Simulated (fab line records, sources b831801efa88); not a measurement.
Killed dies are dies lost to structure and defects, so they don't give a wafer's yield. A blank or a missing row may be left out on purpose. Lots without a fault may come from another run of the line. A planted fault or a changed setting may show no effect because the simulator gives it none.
fab line records | flow sky130
record lots=6 wafers=18 last_day=51
route steps=708 shown SONOS_ONO@186 GATE_OXIDE@187 PAD_OPEN@708
lots that met no fault: from a run of the same line without faults
start_h: hours from the record's first day to the start of the lot's first wafer shown | wait_h: hours since the lot's step before | " the same as in the row above | L1.1+2: a row that stands for several wafers | - no value, or no start given | * or withheld: withheld | < > ~ a bound
route shown NAME@n: a module of which the file shows steps, and the number in the route of the first | usual: mean/standard deviation of fault-free wafers | same: alike in all rows | chamber/n: place in a boat | sites: the reading at each site | _std_site: their standard deviation | _edge_site: outer sites' mean less inner sites' | radius_mm: how far each site lies from the wafer's centre | mask NAME#n: copy n | behind: the tool/chamber that last shaped the wafer | hold: why the lot was held/for how many hours/how that ended | device: the transistor (n, p or np) that didn't switch | end of line: the same wafers' tests at the end of the route | a step without rows: its recipe alone | killed: dies lost to structure and defects at the first sort, not the wafer's yield | map: a wafer's dies, x killed, . not, _ none there
set.NAME: the setting as run; set.NAME@STEP: as run at that earlier step | model.NAME: the simulator's own value behind a step, which no gauge read
lots at some steps of the route; a table a step, a row a wafer
services: from which hour (start_h, from the record's first day; less than 0 if before it) a tool's chamber was out of use, for how many hours, and why
## steps
# step SKY_SONOS_ONO_WET_ETCH_18
# recipe chemistry=H3PO4 target_depth_nm=15 target=Si3N4 temp_c=160 time_s=172
# step SKY_GATE_OXIDE_CLEAN_00
# recipe chemistry=SC1/SC2 mix=1:4:20 temp_c=70 time_s=150 dry=n2_spin
# step SKY_GATE_OXIDE_OXIDATION_01
# recipe temp_c=900 ambient=O2 stabilise_s=600 purge_s=300 target_thk_a=102.68 ox_time_s=1473
# step SKY_GATE_OXIDE_THK_MEAS_02
# recipe reads=SiO2_of_GATE_OXIDE_OXIDATION_01
# usual GATE_OXIDE_OXIDATION_00_THK=10.25/0.16
# columns lot.wafer tool chamber start_h wait_h GATE_OXIDE_OXIDATION_00_THK[nm]
L547.3 film_metro-04 - 295.79 0.0 10.31
L547.4 " - " " 10.29
L547.6 " - " " 10.26
L548.1 film_metro-03 - 306.03 0.0 10.19
L548.2 " - " " 10.21
L548.3 " - " " 10.32
L556.3 film_metro-04 - 377.18 0.0 10.14
L556.5 " - " " 10.34
L556.6 " - " " 10.43
L559.1 film_metro-04 - 390.56 0.0 10.23
L559.4 " - " " 10.29
L559.5 " - " " 10.37
L560.1 film_metro-03 - 414.08 0.0 10.06
L560.3 " - " " 10.02
L560.4 " - " " 9.88
L567.3 film_metro-04 - 493.61 0.0 10.16
L567.4 " - " " 10.30
L567.5 " - " " 10.27
# step SKY_GATE_OXIDE_DEHYDRATE_03
# recipe temp_c=200 time_s=60
# step SKY_GATE_OXIDE_HMDS_04
# recipe prime_time_s=60 prime_temp_c=120
# step SKY_GATE_OXIDE_COAT_05
# recipe resist=NOVOLAK spin_rpm=3000 resist_thk_nm=1140
# step SKY_GATE_OXIDE_SOFTBAKE_06
# recipe temp_c=90 time_s=60 resist=NOVOLAK
# step SKY_GATE_OXIDE_EXPOSE_07
# recipe mask_id=LVOM na=0.6 source_shape=conventional sigma_outer=0.6 polarization=unpolarized target_cd_nm=600 dose_mj=170
# step SKY_GATE_OXIDE_PEB_08
# recipe temp_c=withheld time_s=* resist=NOVOLAK
# step SKY_GATE_OXIDE_DEVELOP_09
# recipe resist=NOVOLAK developer=TMAH develop_time_s=60 dev_temp_c=23.77
# step SKY_GATE_OXIDE_OVL_MEAS_10
# usual GATE_OXIDE_OVL=0.1/1.6
# columns lot.wafer tool chamber start_h wait_h GATE_OXIDE_OVL[nm]
L547.3 overlay-02 - 321.50 0.1 1.1
L547.4 " - " " 2.0
L547.6 " - " " 1.8
L548.1 overlay-02 - 332.28 0.1 0.1
L548.2 " - " " 0.0
L548.3 " - " " -0.9
L556.3 overlay-01 - 406.64 0.1 -1.5
L556.5 " - " " -1.2
L556.6 " - " " -1.2
L559.1 overlay-01 - 419.91 0.1 0.3
L559.4 " - " " -2.3
L559.5 " - " " -2.7
L560.1 overlay-01 - 444.78 0.1 2.4
L560.3 " - " " 2.1
L560.4 " - " " 0.8
L567.3 overlay-01 - 524.24 0.1 -1.6
L567.4 " - " " -2.2
L567.5 " - " " -1.5
# step SKY_GATE_OXIDE_IMPLANT_11
# recipe species=B energy_kev=10 dose_cm2=2.6e+12 tilt_deg=withheld
# usual beam_energy_keV=10.001/0.0032
# columns lot.wafer tool chamber start_h wait_h beam_energy_keV model.implant.rp_nm model.implant.drp_nm
L547.3 implanter-01 0 321.57 0.1 10.000 32.1 17.11
L547.4 " 0 " " 10.003 32.1 17.11
L547.6 " 0 " " 9.999 32.1 17.11
L548.1 implanter-01 0 332.32 0.0 9.997 31.53 17.11
L548.2 " 0 " " 9.997 31.53 17.11
L548.3 " 0 " " 9.990 31.53 17.11
L556.3 implanter-01 0 406.71 0.1 10.957 34.95 18.24
L556.5 " 0 " " 10.950 34.95 18.24
L556.6 " 0 " " 10.949 34.95 18.24
L559.1 implanter-01 0 419.95 0.0 10.948 36.45 18.24
L559.4 " 0 " " 10.951 36.45 18.24
L559.5 " 0 " " 10.948 36.45 18.24
L560.1 implanter-03 0 444.81 0.0 10.006 32.33 17.11
L560.3 " 0 " " 10.003 32.33 17.11
L560.4 " 0 " " 10.007 32.33 17.11
L567.3 implanter-03 0 524.31 0.1 10.006 33.7 17.11
L567.4 " 0 " " 10.003 33.7 17.11
L567.5 " 0 " " 10.004 33.7 17.11
# step SKY_GATE_OXIDE_WET_ETCH_12
# recipe chemistry=dHF target_depth_nm=16.8 dry=n2_spin target=SiO2 dilution=100:1 temp_c=25 time_s=336
# step SKY_GATE_OXIDE_STRIP_13
# recipe chemistry=O2/N2 power_w=1400 pressure_mtorr=1500 platen_temp_c=withheld o2_flow_sccm=3000 n2_flow_sccm=300 overash_fraction=0.5
# usual drypump_motor_current_A=5.7/0.48 oes_product_au=0.716/0.005 strip_time_to_endpoint_s=14.18/0.044
# columns lot.wafer tool chamber start_h wait_h drypump_motor_current_A oes_product_au rf_hours_counter_h strip_time_to_endpoint_s
L547.3 plasma_asher-03 0 321.80 0.0 5.5 0.718 - 14.20
L547.4 " 1 " " 6.4 0.715 - 14.18
L547.6 " 1 " " 6.4 0.720 - 14.21
L548.1 plasma_asher-03 1 332.58 0.0 6.4 0.716 62 14.08
L548.2 " 0 " " 5.5 0.714 62 14.11
L548.3 " 1 " " 6.4 0.715 - 14.13
L556.3 plasma_asher-01 1 406.95 0.0 5.6 0.734 - 14.15
L556.5 " 1 " " 5.6 0.718 - 14.18
L556.6 " 0 " " 6.2 0.715 - 14.19
L559.1 plasma_asher-04 1 420.20 0.0 5.6 0.719 30 14.17
L559.4 " 1 " " 5.6 0.711 - 14.18
L559.5 " 1 " " 5.6 0.721 - 14.20
L560.1 plasma_asher-04 0 445.07 0.0 5.1 0.714 32 14.14
L560.3 " 0 " " 5.1 0.720 - 14.11
L560.4 " 1 " " 5.6 0.711 - 14.14
L567.3 plasma_asher-04 1 524.55 0.0 5.6 0.710 - 14.19
L567.4 " 0 " " 5.1 0.712 - 14.21
L567.5 " 1 " " 5.6 0.718 - 14.24
# step SKY_GATE_OXIDE_TW_MEAS_14
# usual GATE_OXIDE_TW=226.1/1.9
# columns lot.wafer tool chamber start_h wait_h GATE_OXIDE_TW
L547.3 film_metro-01 - 321.89 0.1 226.4
L547.4 " - " " 227.4
L547.6 " - " " 226.0
L548.1 film_metro-04 - 332.68 0.1 222.8
L548.2 " - " " 223.9
L548.3 " - " " 223.7
L556.3 film_metro-01 - 407.04 0.1 230.5
L556.5 " - " " 230.4
L556.6 " - " " 229.9
L559.1 film_metro-03 - 420.30 0.1 233.1
L559.4 " - " " 233.0
L559.5 " - " " 234.3
L560.1 film_metro-01 - 445.17 0.1 226.4
L560.3 " - " " 226.0
L560.4 " - " " 226.4
L567.3 film_metro-01 - 524.64 0.1 224.9
L567.4 " - " " 224.4
L567.5 " - " " 226.2
# step SKY_GATE_OXIDE_CLEAN_15
# recipe chemistry=SC1/SC2 mix=1:4:20 temp_c=70 time_s=150 dry=n2_spin
# step SKY_PAD_OPEN_PROBE_99
# usual killed_at_M0_to_M3=45/6.9 killed_at_M4_up=3.2/1.8 killed_at_contacts=25/5.3 killed_at_front_end=16/4.3 killed_at_other=0.2/0.52 killed_dies=88/8.7 killed_open=48/6.5 killed_short=40/6
# same gross_dies=492 killed_at_back_side=0
# columns lot.wafer tool chamber start_h wait_h killed_at_M0_to_M3 killed_at_M4_up killed_at_contacts killed_at_front_end killed_at_other killed_dies killed_open killed_short model.etest.pfet_01v8_lvt.off_log10_a_um model.etest.pfet_01v8_lvt.vt_sat_v model.etest.pfet_01v8_lvt.vt_v model.etest.pfet_01v8_lvt.vt_long_v
L547.3 prober-01 - 1083.93 0.2 32 2 21 16 0 71 47 23 -8.996 -0.4307 -0.5273 -0.6443
L547.4 prober-01 - 1083.98 0.2 49 1 23 8 1 82 45 36 -8.924 -0.4325 -0.5223 -0.6427
L547.6 prober-01 - 1084.08 0.2 32 7 22 14 0 75 35 39 -8.859 -0.4404 -0.5321 -0.6466
L548.1 prober-02 - 1095.32 0.1 58 1 24 16 0 99 53 46 -8.594 -0.4145 -0.5084 -0.6322
L548.2 prober-02 - 1095.37 0.1 47 6 15 13 0 81 44 37 -8.862 -0.433 -0.5199 -0.641
L548.3 prober-02 - 1095.42 0.2 45 2 23 19 0 89 48 41 -8.763 -0.4307 -0.5196 -0.6367
L556.3 prober-01 - 1151.84 0.2 52 3 20 19 0 94 56 37 -8.555 -0.4236 -0.5223 -0.6449
L556.5 prober-01 - 1151.94 0.2 36 0 20 19 0 75 43 31 -8.499 -0.4222 -0.5177 -0.6403
L556.6 prober-01 - 1151.99 0.2 39 4 20 17 0 80 45 34 -8.5 -0.4195 -0.5184 -0.6399
L559.1 prober-01 - 1158.38 0.1 48 2 18 19 1 88 49 38 -8.086 -0.3946 -0.4956 -0.6175
L559.4 prober-01 - 1158.53 0.2 52 2 19 20 1 94 55 36 -8.169 -0.3919 -0.4901 -0.6138
L559.5 prober-01 - 1158.58 0.2 36 3 20 18 0 77 46 31 -8.344 -0.4003 -0.4985 -0.6239
L560.1 prober-02 - 1173.14 0.1 51 3 20 17 1 92 48 44 -8.8 -0.4475 -0.5369 -0.6564
L560.3 prober-02 - 1173.24 0.2 47 7 19 11 0 84 44 40 -9.149 -0.449 -0.5393 -0.6566
L560.4 prober-02 - 1173.29 0.2 45 6 25 20 2 98 51 47 -9.002 -0.4438 -0.5334 -0.6523
L567.3 prober-01 - 1225.84 0.2 51 2 31 8 0 92 48 44 -9.056 -0.45 -0.5428 -0.6561
L567.4 prober-01 - 1225.89 0.2 37 2 26 19 0 84 42 42 -8.821 -0.4437 -0.5366 -0.6512
L567.5 prober-01 - 1225.94 0.2 57 2 18 10 0 87 44 41 -8.588 -0.4393 -0.5333 -0.6506
# killed by level:class
L547.3 CONTACT:geometric_particle:open=10 VIA1:geometric_particle:open=10 POLY_GATE:geometric_particle:open=7 VIA2:geometric_particle:open=5 FIELD_ISO:geometric_particle:open=4 LI_CONTACT:geometric_particle:short=4 LOCAL_INTERCONNECT:geometric_particle:short=4 METAL1:geometric_particle:short=4
L547.4 VIA1:geometric_particle:open=14 CONTACT:geometric_particle:open=8 VIA1:geometric_particle:short=8 LI_CONTACT:geometric_particle:open=7 VIA3:geometric_particle:open=6 CONTACT:geometric_particle:short=5 METAL1:geometric_particle:short=4 VIA2:geometric_particle:short=4
L547.6 LI_CONTACT:geometric_particle:open=6 LOCAL_INTERCONNECT:geometric_particle:short=6 VIA1:geometric_particle:short=6 VIA3:geometric_particle:open=6 CONTACT:geometric_particle:open=5 FIELD_ISO:geometric_particle:short=4 VIA2:geometric_particle:open=4 VIA1:geometric_particle:open=4
L548.1 VIA2:geometric_particle:open=13 VIA1:geometric_particle:open=12 CONTACT:geometric_particle:open=7 CONTACT:geometric_particle:short=7 VIA1:geometric_particle:short=7 POLY_GATE:geometric_particle:short=6 METAL1:geometric_particle:short=6 POLY_GATE:geometric_particle:open=5
L548.2 VIA1:geometric_particle:open=13 VIA2:geometric_particle:open=9 VIA3:geometric_particle:open=7 POLY_GATE:geometric_particle:short=6 LI_CONTACT:geometric_particle:open=5 VIA1:geometric_particle:short=5 FIELD_ISO:geometric_particle:open=4 METAL1:geometric_particle:short=4
L548.3 LI_CONTACT:geometric_particle:open=9 VIA1:geometric_particle:open=8 VIA3:geometric_particle:open=8 FIELD_ISO:geometric_particle:short=6 CONTACT:geometric_particle:open=6 METAL2:geometric_particle:short=6 VIA2:geometric_particle:open=6 POLY_GATE:geometric_particle:short=5
L556.3 VIA1:geometric_particle:open=11 VIA3:geometric_particle:open=10 VIA3:geometric_particle:short=8 CONTACT:geometric_particle:open=7 LI_CONTACT:geometric_particle:open=7 VIA2:geometric_particle:open=7 FIELD_ISO:geometric_particle:open=6 POLY_GATE:geometric_particle:short=6
L556.5 CONTACT:geometric_particle:open=8 VIA3:geometric_particle:short=7 CONTACT:geometric_particle:short=6 VIA1:geometric_particle:open=6 VIA2:geometric_particle:open=6 POLY_GATE:geometric_particle:open=5 SPACER:geometric_particle:open=5 VIA3:geometric_particle:open=5
L556.6 VIA3:geometric_particle:open=11 VIA1:geometric_particle:open=11 CONTACT:geometric_particle:open=7 VIA2:geometric_particle:open=6 POLY_GATE:geometric_particle:open=4 SPACER:geometric_particle:short=4 METAL2:geometric_particle:short=4 FIELD_ISO:geometric_particle:short=3
L559.1 VIA1:geometric_particle:open=11 VIA2:geometric_particle:open=10 LI_CONTACT:geometric_particle:open=8 POLY_GATE:geometric_particle:short=6 VIA3:geometric_particle:open=6 METAL2:geometric_particle:short=5 CONTACT:geometric_particle:open=5 POLY_GATE:geometric_particle:open=4
L559.4 VIA1:geometric_particle:open=14 CONTACT:geometric_particle:open=11 VIA1:geometric_particle:short=9 POLY_GATE:geometric_particle:open=6 VIA3:geometric_particle:open=6 VIA2:geometric_particle:open=5 METAL1:geometric_particle:open=4 FIELD_ISO:geometric_particle:open=3
L559.5 VIA2:geometric_particle:open=7 FIELD_ISO:geometric_particle:open=6 CONTACT:geometric_particle:open=6 VIA1:geometric_particle:open=6 METAL2:geometric_particle:short=5 METAL2:geometric_particle:open=5 LI_CONTACT:geometric_particle:open=4 CONTACT:geometric_particle:short=4
L560.1 VIA1:geometric_particle:short=11 VIA1:geometric_particle:open=9 CONTACT:geometric_particle:open=8 VIA2:geometric_particle:open=7 FIELD_ISO:geometric_particle:open=5 CONTACT:geometric_particle:short=5 VIA3:geometric_particle:open=5 FIELD_ISO:geometric_particle:short=4
L560.3 VIA1:geometric_particle:open=10 METAL2:geometric_particle:short=9 LI_CONTACT:geometric_particle:open=8 FIELD_ISO:geometric_particle:open=6 CONTACT:geometric_particle:open=6 METAL1:geometric_particle:short=6 VIA1:geometric_particle:short=5 METAL4:geometric_particle:short=5
L560.4 VIA1:geometric_particle:short=8 VIA3:geometric_particle:open=8 LI_CONTACT:geometric_particle:open=8 FIELD_ISO:geometric_particle:open=7 CONTACT:geometric_particle:open=7 VIA1:geometric_particle:open=7 METAL2:geometric_particle:short=6 LOCAL_INTERCONNECT:geometric_particle:short=5
L567.3 CONTACT:geometric_particle:open=12 VIA2:geometric_particle:open=10 VIA1:geometric_particle:open=9 VIA2:geometric_particle:short=7 CONTACT:geometric_particle:short=7 LOCAL_INTERCONNECT:geometric_particle:short=6 METAL1:geometric_particle:short=6 LI_CONTACT:geometric_particle:open=5
L567.4 LI_CONTACT:geometric_particle:open=7 VIA2:geometric_particle:open=7 VIA1:geometric_particle:open=7 FIELD_ISO:geometric_particle:short=5 LOCAL_INTERCONNECT:geometric_particle:short=5 CONTACT:geometric_particle:open=5 CONTACT:geometric_particle:short=5 VIA2:geometric_particle:short=5
L567.5 VIA1:geometric_particle:open=20 VIA1:geometric_particle:short=11 METAL2:geometric_particle:short=6 VIA2:geometric_particle:open=5 CONTACT:geometric_particle:open=5 LI_CONTACT:geometric_particle:open=4 LOCAL_INTERCONNECT:geometric_particle:short=4 CONTACT:geometric_particle:short=4
## services
# columns tool chamber start_h hours kind
implanter-03 - 307.50 2.5 repair
plasma_asher-03 - 312.53 0.6 repair
plasma_asher-04 - 348.37 1.6 repair
implanter-03 - 359.37 6.2 pm
plasma_asher-03 - 372.71 4.4 repair
plasma_asher-03 - 396.14 8.0 repair
plasma_asher-01 - 421.25 9.0 pm
plasma_asher-01 0 421.25 9.0 vent_cycle
plasma_asher-01 1 421.25 9.0 vent_cycle
implanter-03 - 424.93 0.9 repair
plasma_asher-01 0 430.25 - clean
plasma_asher-01 1 430.25 - clean
implanter-01 - 431.91 6.8 repair
implanter-01 - 452.10 5.6 pm
implanter-01 - 494.23 3.3 pm
## key
first_sign step=SKY_GATE_OXIDE_IMPLANT_11 reading=beam_energy_keV direction=up sigmas=99+ usual=* struck=*
effect step=SKY_GATE_OXIDE_TW_MEAS_14 reading=GATE_OXIDE_TW direction=up sigmas=3.1 usual=226.1 struck=231.9
model_effect step=SKY_GATE_OXIDE_IMPLANT_11 value=implant.rp_nm without=32.64 struck=35.7
model_effect step=SKY_PAD_OPEN_PROBE_99 value=etest.pfet_01v8_lvt.off_log10_a_um without=-8.849 struck=-8.359
met_at SKY_GATE_OXIDE_IMPLANT_11
struck_wafers L556.3,L556.5,L556.6,L559.1,L559.4,L559.5
tester_left_out L556,L559
onset_between 332.32 406.71
fault kind=process_parameter_drift tool=implanter-01 chamber=- onset_h=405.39 steps=SKY_GATE_OXIDE_IMPLANT_11 channel=energy_kev offset=* shape=step end_h=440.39 acts_in=* stated=*
# tester_left_out: of these lots the tester's yield and bins aren't shown, on N5 and GAA mostly nor the transistor test; their killed dies are dies lost to structure and defects alone, not to doping, threshold or leakage, so they don't give the yield
